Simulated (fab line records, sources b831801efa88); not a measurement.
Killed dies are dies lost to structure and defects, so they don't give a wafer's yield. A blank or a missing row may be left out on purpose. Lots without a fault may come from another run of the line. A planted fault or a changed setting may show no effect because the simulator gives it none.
Chamber matching | flow gf180mcu | GF_V2_CMP_26 on cmp-01: 4 sister chambers
The step polishes, stops on SiO2, t overpolish 15 s, target thk 0 nm. 17 wafers are shown with their chamber, then 8 later ones without.

WAFERS WITH THEIR CHAMBER
wafer  | chamber | motor_current_A (A) | retaining_ring_pressure_frac | time_to_endpoint_s (s)
L858.4 | 1       | 10.9                | 0.996                        | 86
L858.5 | 0       | 11.4                | 1.000                        | 80
L858.6 | 1       | 11.0                | 0.995                        | 89
L864.2 | 3       | 9.0                 | 1.007                        | 88
L864.3 | 1       | 11.1                | 0.990                        | 88
L866.2 | 3       | 9.8                 | 0.994                        | 88
L866.4 | 0       | 11.6                | 1.007                        | 82
L869.2 | 3       | 9.5                 | 1.007                        | 76
L869.3 | 1       | 10.5                | 0.994                        | 80
L869.4 | 2       | 10.1                | 1.003                        | 79
L873.1 | 1       | 10.5                | 0.996                        | 83
L873.3 | 0       | 11.7                | 1.003                        | 76
L873.5 | 1       | 11.3                | 1.005                        | 82
L874.3 | 2       | 9.4                 | 1.010                        | 80
L874.5 | 1       | 10.7                | 0.991                        | 82
L874.6 | 0       | 11.2                | 1.007                        | 78
L876.1 | 3       | 9.0                 | 1.001                        | 82

SIGNATURES (means of the wafers above)
reading                      | chamber 0 | chamber 1 | chamber 2 | chamber 3 | scatter within a chamber
motor_current_A              | 11.475    | 10.857    | 9.750     | 9.325     | 0.33
retaining_ring_pressure_frac | 1.00425   | 0.99529   | 1.00650   | 1.00225   | 0.00494
time_to_endpoint_s           | 79.00     | 84.29     | 79.50     | 83.50     | 3.81
Rule: a wafer's distance from a chamber is the root of the sum, over the readings, of the square of ((its reading less the chamber's mean) divided by the reading's scatter). The wafer belongs to the nearest chamber; if the next one is less than 2 further off, it can't be placed. The scatter: the root of (the sum of the squares of (reading less its chamber's mean) over the shown wafers, divided by (wafers less chambers)).

WAFERS WITHOUT THEIR CHAMBER
wafer  | motor_current_A (A) | retaining_ring_pressure_frac | time_to_endpoint_s (s)
L876.2 | 11.4                | 1.004                        | 76
L876.4 | 10.9                | 1.002                        | 80
L878.2 | 9.6                 | 0.998                        | 83
L878.4 | 11.2                | 0.999                        | 76
L878.5 | 11.6                | 0.995                        | 76
L880.1 | 10.8                | 1.001                        | 90
L880.2 | 8.9                 | 0.992                        | 88
L880.4 | 10.3                | 1.001                        | 87

WHICH CHAMBER EACH WENT THROUGH
wafer  | from the rows above          | in truth
L876.2 | 0                            | 0
L876.4 | can't be placed: 1 or 0 or 2 | 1
L878.2 | can't be placed: 3 or 2      | 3
L878.4 | can't be placed: 0 or 1      | 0
L878.5 | can't be placed: 0 or 1      | 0
L880.1 | can't be placed: 1 or 0      | 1
L880.2 | can't be placed: 3 or 2      | 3
L880.4 | can't be placed: 1 or 2 or 3 | 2
Placed correctly: 1 of 8. Can't be placed from these rows: 7 (the true chamber is among the candidates in 7). Placed wrongly: 0.
